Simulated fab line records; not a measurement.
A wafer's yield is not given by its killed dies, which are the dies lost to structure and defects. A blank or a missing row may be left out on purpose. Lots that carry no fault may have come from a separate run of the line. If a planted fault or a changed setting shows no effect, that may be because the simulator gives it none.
Chamber matching || flow sky130 || cmp-02 running SKY_LI_CONTACT_CMP_02: 4 sister chambers
The step polishes PSG. 8 wafers are shown with their chamber, then 12 later ones without.

== WAFERS PAIRED WITH THEIR CHAMBERS ==
{"wafer": "L086.1", "chamber": 0, "motor current A (A)": 10.7, "time to endpoint s (s)": 35.0}
{"wafer": "L087.2", "chamber": 3, "motor current A (A)": 9.8, "time to endpoint s (s)": 34.7}
{"wafer": "L087.6", "chamber": 3, "motor current A (A)": 9.7, "time to endpoint s (s)": 36.7}
{"wafer": "L093.2", "chamber": 1, "motor current A (A)": 11.1, "time to endpoint s (s)": 37.0}
{"wafer": "L093.6", "chamber": 1, "motor current A (A)": 10.5, "time to endpoint s (s)": 36.5}
{"wafer": "L095.1", "chamber": 2, "motor current A (A)": 14.7, "time to endpoint s (s)": 37.9}
{"wafer": "L095.2", "chamber": 0, "motor current A (A)": 10.3, "time to endpoint s (s)": 32.8}
{"wafer": "L095.5", "chamber": 2, "motor current A (A)": 15.0, "time to endpoint s (s)": 36.7}

== WAFERS WITHOUT THEIR CHAMBER ==
{"wafer": "L094.2", "motor current A (A)": 15.1, "time to endpoint s (s)": 32.6}
{"wafer": "L094.3", "motor current A (A)": 9.7, "time to endpoint s (s)": 30.3}
{"wafer": "L094.5", "motor current A (A)": 10.8, "time to endpoint s (s)": 32.1}
{"wafer": "L096.2", "motor current A (A)": 11.5, "time to endpoint s (s)": 36.4}
{"wafer": "L096.4", "motor current A (A)": 11.2, "time to endpoint s (s)": 33.1}
{"wafer": "L096.5", "motor current A (A)": 11.1, "time to endpoint s (s)": 33.7}
{"wafer": "L097.1", "motor current A (A)": 14.9, "time to endpoint s (s)": 33.7}
{"wafer": "L097.2", "motor current A (A)": 10.8, "time to endpoint s (s)": 33.4}
{"wafer": "L097.6", "motor current A (A)": 10.2, "time to endpoint s (s)": 34.2}
{"wafer": "L092.3", "motor current A (A)": 10.4, "time to endpoint s (s)": 37.6}
{"wafer": "L092.4", "motor current A (A)": 10.9, "time to endpoint s (s)": 36.4}
{"wafer": "L092.5", "motor current A (A)": 10.2, "time to endpoint s (s)": 37.4}

== WHICH CHAMBER EACH WENT THROUGH ==
{"wafer": "L094.2", "from the rows above": 2, "in truth": 2}
{"wafer": "L094.3", "from the rows above": "can't be placed: 0 or 3", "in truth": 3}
{"wafer": "L094.5", "from the rows above": 0, "in truth": 0}
{"wafer": "L096.2", "from the rows above": "can't be placed: 1 or 0", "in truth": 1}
{"wafer": "L096.4", "from the rows above": "can't be placed: 0 or 1", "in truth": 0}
{"wafer": "L096.5", "from the rows above": "can't be placed: 0 or 1", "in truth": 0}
{"wafer": "L097.1", "from the rows above": 2, "in truth": 2}
{"wafer": "L097.2", "from the rows above": "can't be placed: 0 or 1", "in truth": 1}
{"wafer": "L097.6", "from the rows above": "can't be placed: 0 or 3 or 1", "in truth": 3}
{"wafer": "L092.3", "from the rows above": "can't be placed: 1 or 3 or 0", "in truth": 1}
{"wafer": "L092.4", "from the rows above": 1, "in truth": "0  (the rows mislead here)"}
{"wafer": "L092.5", "from the rows above": "can't be placed: 3 or 1 or 0", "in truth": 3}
Correct placement for 3 of the 12. Cannot be placed on the basis of these rows: 8; the candidates contain the true chamber in 8. Number placed wrongly: 1.
How it was worked out, from the rows above alone: a wafer's distance from a chamber is the root of the sum, over the readings, of the square of ((its reading less the chamber's mean) divided by the reading's scatter). If the next closest chamber is less than 2 further off than the closest, the wafer can't be placed; otherwise it belongs to the closest. For every chamber, the mean is computed from those of its wafers that are shown. The scatter: the root of (the sum of the squares of (reading less its chamber's mean) over the shown wafers, divided by (wafers less chambers)).
